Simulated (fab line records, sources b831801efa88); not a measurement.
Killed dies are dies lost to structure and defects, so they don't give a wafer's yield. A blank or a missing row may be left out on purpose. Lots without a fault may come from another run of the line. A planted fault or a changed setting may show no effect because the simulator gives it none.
Chamber matching | flow gf180mcu | GF_STI_CMP_25 on cmp-02: 4 sister chambers
The step polishes, stops on Si3N4, t overpolish 33 s, target thk 524.6 nm. 8 wafers are shown with their chamber, then 7 later ones without.

WAFERS WITH THEIR CHAMBER
wafer  | chamber | motor_current_A (A) | time_to_endpoint_s (s)
L119.3 | 2       | 12.7                | 132
L119.5 | 0       | 9.1                 | 130
L121.2 | 3       | 12.2                | 125
L121.3 | 0       | 9.3                 | 130
L121.5 | 1       | 12.1                | 130
L122.1 | 3       | 13.2                | 123
L122.2 | 1       | 11.9                | 122
L122.4 | 2       | 12.3                | 130

WAFERS WITHOUT THEIR CHAMBER
wafer  | motor_current_A (A) | time_to_endpoint_s (s)
L127.3 | 12.5                | 124
L127.5 | 9.1                 | 131
L127.6 | 12.9                | 129
L129.2 | 8.9                 | 129
L129.4 | 12.9                | 127
L131.1 | 13.1                | 128
L131.2 | 10.1                | 132

WHICH CHAMBER EACH WENT THROUGH
wafer  | from the rows above          | in truth
L127.3 | can't be placed: 3 or 1 or 2 | 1
L127.5 | 0                            | 0
L127.6 | can't be placed: 2 or 3 or 1 | 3
L129.2 | 0                            | 0
L129.4 | can't be placed: 3 or 2 or 1 | 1
L131.1 | can't be placed: 3 or 2 or 1 | 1
L131.2 | 0                            | 0
Placed correctly: 3 of 7. Can't be placed from these rows: 4 (the true chamber is among the candidates in 4). Placed wrongly: 0.
How it was worked out, from the rows above alone: a wafer's distance from a chamber is the root of the sum, over the readings, of the square of ((its reading less the chamber's mean) divided by the reading's scatter). The wafer belongs to the nearest chamber; if the next one is less than 2 further off, it can't be placed. A chamber's mean is the mean of its shown wafers. The scatter: the root of (the sum of the squares of (reading less its chamber's mean) over the shown wafers, divided by (wafers less chambers)).
